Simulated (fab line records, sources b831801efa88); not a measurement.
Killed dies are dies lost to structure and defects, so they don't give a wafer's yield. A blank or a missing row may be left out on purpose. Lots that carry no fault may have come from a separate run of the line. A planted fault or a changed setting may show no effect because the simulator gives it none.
The tool behind it: which one? || flow sky130 || 13 lots, 37 wafers sampled, at 4 steps of a route of 708

## WHAT EACH GAUGE READ, for each wafer
SKY_FIELD_ISO_THK_MEAS_23.
{"lot": "L814", "measured": "day 2 14:15", "on": "filmMetro-01", "FIELD_ISO_OXIDATION_01_THK (nm)": "9.81 10.00 9.77"}
{"lot": "L816", "measured": "day 2 15:27", "on": "filmMetro-03", "FIELD_ISO_OXIDATION_01_THK (nm)": "9.69 9.90 9.71"}
{"lot": "L818", "measured": "day 2 23:32", "on": "filmMetro-02", "FIELD_ISO_OXIDATION_01_THK (nm)": "9.87 9.81 9.79"}
{"lot": "L821", "measured": "day 3 20:15", "on": "filmMetro-03", "FIELD_ISO_OXIDATION_01_THK (nm)": "10.03 10.03 10.38"}
{"lot": "L823", "measured": "day 4 06:35", "on": "filmMetro-03", "FIELD_ISO_OXIDATION_01_THK (nm)": "9.76 9.84 9.92"}
{"lot": "L824", "measured": "day 4 13:54", "on": "filmMetro-02", "FIELD_ISO_OXIDATION_01_THK (nm)": "9.92 9.92 9.96"}
{"lot": "L825", "measured": "day 4 21:02", "on": "filmMetro-03", "FIELD_ISO_OXIDATION_01_THK (nm)": "10.17 10.01 10.01"}
{"lot": "L826", "measured": "day 4 21:02", "on": "filmMetro-01", "FIELD_ISO_OXIDATION_01_THK (nm)": "9.85 9.96 9.90"}
{"lot": "L831", "measured": "day 5 22:36", "on": "filmMetro-01", "FIELD_ISO_OXIDATION_01_THK (nm)": "10.07 10.15"}
{"lot": "L832", "measured": "day 6 07:07", "on": "filmMetro-02", "FIELD_ISO_OXIDATION_01_THK (nm)": "10.05 10.11"}
{"lot": "L833", "measured": "day 6 13:19", "on": "filmMetro-02", "FIELD_ISO_OXIDATION_01_THK (nm)": "9.93 9.85 9.88"}
{"lot": "L834", "measured": "day 6 14:29", "on": "filmMetro-02", "FIELD_ISO_OXIDATION_01_THK (nm)": "9.91 9.95 10.05"}
{"lot": "L837", "measured": "day 7 07:53", "on": "filmMetro-03", "FIELD_ISO_OXIDATION_01_THK (nm)": "10.19 10.25 10.16"}

SKY_NWELL_TW_MEAS_15.
{"lot": "L814", "measured": "day 4 21:56", "on": "filmMetro-03", "NWELL_TW": "1819 1821 1815"}
{"lot": "L816", "measured": "day 5 01:07", "on": "filmMetro-01", "NWELL_TW": "1843 1832 1845"}
{"lot": "L818", "measured": "day 5 07:36", "on": "filmMetro-04", "NWELL_TW": "1812 1818 1823"}
{"lot": "L821", "measured": "day 6 05:58", "on": "filmMetro-03", "NWELL_TW": "1825 1830 1832"}
{"lot": "L823", "measured": "day 6 19:17", "on": "filmMetro-01", "NWELL_TW": "1842 1836 1833"}
{"lot": "L824", "measured": "day 7 10:36", "on": "filmMetro-04", "NWELL_TW": "1804 1808 1806"}
{"lot": "L825", "measured": "day 7 18:22", "on": "filmMetro-04", "NWELL_TW": "1811 1809 1798"}
{"lot": "L826", "measured": "day 7 18:38", "on": "filmMetro-01", "NWELL_TW": "1838 1826 1836"}
{"lot": "L831", "measured": "day 8 16:27", "on": "filmMetro-03", "NWELL_TW": "1808 1796"}
{"lot": "L832", "measured": "day 9 02:10", "on": "filmMetro-01", "NWELL_TW": "1837 1840"}
{"lot": "L833", "measured": "day 9 08:26", "on": "filmMetro-04", "NWELL_TW": "1813 1813 1818"}
{"lot": "L834", "measured": "day 9 08:47", "on": "filmMetro-03", "NWELL_TW": "1813 1822 1809"}
{"lot": "L837", "measured": "day 10 05:24", "on": "filmMetro-01", "NWELL_TW": "1827 1829 1830"}

## EACH LOT AND THE TOOL THAT RAN IT (in order: tool; ch and the chambers of the sampled wafers; start)
{"lot": "L814", "SKY_FIELD_ISO_ETCH_15": "rieDiel-03 ch 1,2,3, day 2 11:31", "SKY_FIELD_ISO_ETCH_17": "rieSi-01 ch 0,1,3, day 2 11:40"}
{"lot": "L816", "SKY_FIELD_ISO_ETCH_15": "rieDiel-01 ch 0,1, day 2 13:33", "SKY_FIELD_ISO_ETCH_17": "rieSi-01 ch 1,2,3, day 2 13:42"}
{"lot": "L818", "SKY_FIELD_ISO_ETCH_15": "rieDiel-03 ch 0,3, day 2 21:05", "SKY_FIELD_ISO_ETCH_17": "rieSi-01 ch 0,1, day 2 21:15"}
{"lot": "L821", "SKY_FIELD_ISO_ETCH_15": "rieDiel-01 ch 0,1,2, day 3 17:29", "SKY_FIELD_ISO_ETCH_17": "rieSi-02 ch 1,2,3, day 3 17:39"}
{"lot": "L823", "SKY_FIELD_ISO_ETCH_15": "rieDiel-01 ch 0,3, day 4 03:08", "SKY_FIELD_ISO_ETCH_17": "rieSi-02 ch 1,2,3, day 4 03:17"}
{"lot": "L824", "SKY_FIELD_ISO_ETCH_15": "rieDiel-03 ch 0,1,3, day 4 09:59", "SKY_FIELD_ISO_ETCH_17": "rieSi-01 ch 0,3, day 4 10:08"}
{"lot": "L825", "SKY_FIELD_ISO_ETCH_15": "rieDiel-03 ch 1,2,3, day 4 14:29", "SKY_FIELD_ISO_ETCH_17": "rieSi-02 ch 0,1,3, day 4 14:39"}
{"lot": "L826", "SKY_FIELD_ISO_ETCH_15": "rieDiel-03 ch 1,2,3, day 4 19:08", "SKY_FIELD_ISO_ETCH_17": "rieSi-02 ch 1,2, day 4 19:17"}
{"lot": "L831", "SKY_FIELD_ISO_ETCH_15": "rieDiel-01 ch 1,2, day 5 20:39", "SKY_FIELD_ISO_ETCH_17": "rieSi-02 ch 0,1, day 5 20:55"}
{"lot": "L832", "SKY_FIELD_ISO_ETCH_15": "rieDiel-02 ch 0,2, day 6 05:23", "SKY_FIELD_ISO_ETCH_17": "rieSi-02 ch 0,3, day 6 05:33"}
{"lot": "L833", "SKY_FIELD_ISO_ETCH_15": "rieDiel-01 ch 1,2,3, day 6 10:14", "SKY_FIELD_ISO_ETCH_17": "rieSi-01 ch 0,1,3, day 6 10:23"}
{"lot": "L834", "SKY_FIELD_ISO_ETCH_15": "rieDiel-03 ch 1,2, day 6 12:44", "SKY_FIELD_ISO_ETCH_17": "rieSi-02 ch 0,1,3, day 6 12:53"}
{"lot": "L837", "SKY_FIELD_ISO_ETCH_15": "rieDiel-03 ch 0,1, day 7 06:12", "SKY_FIELD_ISO_ETCH_17": "rieSi-01 ch 0,3, day 7 06:22"}
- SKY_FIELD_ISO_ETCH_15: etches the open film in CHF3/O2, stops on Si, target depth 180 nm, time 72 s.
- SKY_FIELD_ISO_ETCH_17: etches Si in HBr/Cl2/O2, target depth 342 nm, time 97.7 s.

## AS READ BY THE TOOLS THEMSELVES (means over the sampled wafers that have a number; for cases with no such wafer, the mark the record gives instead)
SKY_FIELD_ISO_ETCH_15.
{"lot": "L814", "tool": "rieDiel-03", "drypumpMotorCurrentA (A)": 6.0, "oesProductAu (a.u.)": 0.952, "runLengthS (s)": 99.6, "throttleValvePct (%)": 8.846}
{"lot": "L816", "tool": "rieDiel-01", "drypumpMotorCurrentA (A)": 5.5, "oesProductAu (a.u.)": 0.944, "runLengthS (s)": 100.1, "throttleValvePct (%)": 8.845}
{"lot": "L818", "tool": "rieDiel-03", "drypumpMotorCurrentA (A)": 5.9, "oesProductAu (a.u.)": 0.940, "runLengthS (s)": 100.1, "throttleValvePct (%)": 8.853}
{"lot": "L821", "tool": "rieDiel-01", "drypumpMotorCurrentA (A)": 5.7, "oesProductAu (a.u.)": 0.939, "runLengthS (s)": 100.5, "throttleValvePct (%)": 8.841}
{"lot": "L823", "tool": "rieDiel-01", "drypumpMotorCurrentA (A)": 5.7, "oesProductAu (a.u.)": 0.952, "runLengthS (s)": 100.6, "throttleValvePct (%)": 8.834}
{"lot": "L824", "tool": "rieDiel-03", "drypumpMotorCurrentA (A)": 5.7, "oesProductAu (a.u.)": 0.952, "runLengthS (s)": 100.0, "throttleValvePct (%)": 8.845}
{"lot": "L825", "tool": "rieDiel-03", "drypumpMotorCurrentA (A)": 6.1, "oesProductAu (a.u.)": 0.946, "runLengthS (s)": 99.8, "throttleValvePct (%)": 8.846}
{"lot": "L826", "tool": "rieDiel-03", "drypumpMotorCurrentA (A)": 6.1, "oesProductAu (a.u.)": 0.939, "runLengthS (s)": 99.9, "throttleValvePct (%)": 8.844}
{"lot": "L831", "tool": "rieDiel-01", "drypumpMotorCurrentA (A)": 5.6, "oesProductAu (a.u.)": 0.952, "runLengthS (s)": 100.6, "throttleValvePct (%)": 8.845}
{"lot": "L832", "tool": "rieDiel-02", "drypumpMotorCurrentA (A)": 5.7, "oesProductAu (a.u.)": 0.962, "runLengthS (s)": 100.5, "throttleValvePct (%)": 8.843}
{"lot": "L833", "tool": "rieDiel-01", "drypumpMotorCurrentA (A)": 5.7, "oesProductAu (a.u.)": 0.962, "runLengthS (s)": 100.6, "throttleValvePct (%)": 8.854}
{"lot": "L834", "tool": "rieDiel-03", "drypumpMotorCurrentA (A)": 6.1, "oesProductAu (a.u.)": 0.951, "runLengthS (s)": 99.7, "throttleValvePct (%)": 8.846}
{"lot": "L837", "tool": "rieDiel-03", "drypumpMotorCurrentA (A)": 5.4, "oesProductAu (a.u.)": 0.944, "runLengthS (s)": 100.3, "throttleValvePct (%)": 8.847}

SKY_FIELD_ISO_ETCH_17.
{"lot": "L814", "tool": "rieSi-01", "HBr_flow_sccm (sccm)": 150.2, "drypumpMotorCurrentA (A)": 5.7, "oesProductAu (a.u.)": 1.011, "runLengthS (s)": 126.1, "throttleValvePct (%)": 25.649}
{"lot": "L816", "tool": "rieSi-01", "HBr_flow_sccm (sccm)": 150.2, "drypumpMotorCurrentA (A)": 6.2, "oesProductAu (a.u.)": 1.003, "runLengthS (s)": 126.1, "throttleValvePct (%)": 25.669}
{"lot": "L818", "tool": "rieSi-01", "HBr_flow_sccm (sccm)": 150.4, "drypumpMotorCurrentA (A)": 5.9, "oesProductAu (a.u.)": 1.003, "runLengthS (s)": 126.0, "throttleValvePct (%)": 25.659}
{"lot": "L821", "tool": "rieSi-02", "HBr_flow_sccm (sccm)": 150.0, "drypumpMotorCurrentA (A)": 6.1, "oesProductAu (a.u.)": 1.013, "runLengthS (s)": 126.1, "throttleValvePct (%)": 25.649}
{"lot": "L823", "tool": "rieSi-02", "HBr_flow_sccm (sccm)": 150.0, "drypumpMotorCurrentA (A)": 6.1, "oesProductAu (a.u.)": 1.006, "runLengthS (s)": 126.2, "throttleValvePct (%)": 25.652}
{"lot": "L824", "tool": "rieSi-01", "HBr_flow_sccm (sccm)": 149.8, "drypumpMotorCurrentA (A)": 5.6, "oesProductAu (a.u.)": 1.023, "runLengthS (s)": 126.2, "throttleValvePct (%)": 25.643}
{"lot": "L825", "tool": "rieSi-02", "HBr_flow_sccm (sccm)": 150.2, "drypumpMotorCurrentA (A)": 5.7, "oesProductAu (a.u.)": 1.006, "runLengthS (s)": 126.1, "throttleValvePct (%)": 25.646}
{"lot": "L826", "tool": "rieSi-02", "HBr_flow_sccm (sccm)": 150.0, "drypumpMotorCurrentA (A)": 6.2, "oesProductAu (a.u.)": 1.008, "runLengthS (s)": 126.5, "throttleValvePct (%)": 25.664}
{"lot": "L831", "tool": "rieSi-02", "HBr_flow_sccm (sccm)": 150.0, "drypumpMotorCurrentA (A)": 5.5, "oesProductAu (a.u.)": 1.002, "runLengthS (s)": 105.6, "throttleValvePct (%)": 25.649}
{"lot": "L832", "tool": "rieSi-02", "HBr_flow_sccm (sccm)": 150.4, "drypumpMotorCurrentA (A)": 5.5, "oesProductAu (a.u.)": 0.998, "runLengthS (s)": 104.8, "throttleValvePct (%)": 25.645}
{"lot": "L833", "tool": "rieSi-01", "HBr_flow_sccm (sccm)": 149.8, "drypumpMotorCurrentA (A)": 5.8, "oesProductAu (a.u.)": 1.014, "runLengthS (s)": 126.0, "throttleValvePct (%)": 25.646}
{"lot": "L834", "tool": "rieSi-02", "HBr_flow_sccm (sccm)": 149.8, "drypumpMotorCurrentA (A)": 5.7, "oesProductAu (a.u.)": 1.016, "runLengthS (s)": 112.2, "throttleValvePct (%)": 25.645}
{"lot": "L837", "tool": "rieSi-01", "HBr_flow_sccm (sccm)": 149.8, "drypumpMotorCurrentA (A)": 5.6, "oesProductAu (a.u.)": 1.006, "runLengthS (s)": 125.9, "throttleValvePct (%)": 25.645}

## THE ANSWER, worked out from the rows above alone
Rule: what is usual is taken from the lots themselves. The widest of any qualifying gaps counts: lots, ordered by their means at a reading, are off when they make up no more than a third of the lots, leave a main group of 4 or more, and stand apart from it by 3 or more times the standard deviation of that group's means. The tables above print the reading to a certain number of digits; a main group whose means all agree to those digits is not used. Also off: a lot with no number at a reading for which 4 or more lots have one. The other lots that the step has rows for count as sound. The gauges are gone through in route order, then the tools' own readings, and for those a lot's mean is taken as printed above. The first step at which some lot is off is used, and at that step the reading that is off furthest; a lot without a number counts as furthest.
Off: L831, L832, L834, at SKY_FIELD_ISO_ETCH_17 (runLengthS). The main group: mean 126.1 s, standard deviation 0.15.
If a tool, at that step or one of the process steps before it, ran each lot that is off and ran no sound lot following the first of them, it fits. One fits: SKY_FIELD_ISO_ETCH_17 on rieSi-02. Its last sound lot is L826 (day 4 19:17), its first lot that is off L831 (day 5 20:55): a fault that began between those two fits.
On the lots that are off, the tool's own readings at SKY_FIELD_ISO_ETCH_17 differ by more than 5 times the standard deviation of the sound lots' means, which bears it out; runLengthS reads 107.5 s there versus 126.1 s on the sound lots.

## WHAT HAD BEEN PUT IN BY THE SIMULATOR
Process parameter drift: rieSi-02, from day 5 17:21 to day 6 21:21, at SKY_FIELD_ISO_ETCH_17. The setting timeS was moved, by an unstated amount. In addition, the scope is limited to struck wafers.
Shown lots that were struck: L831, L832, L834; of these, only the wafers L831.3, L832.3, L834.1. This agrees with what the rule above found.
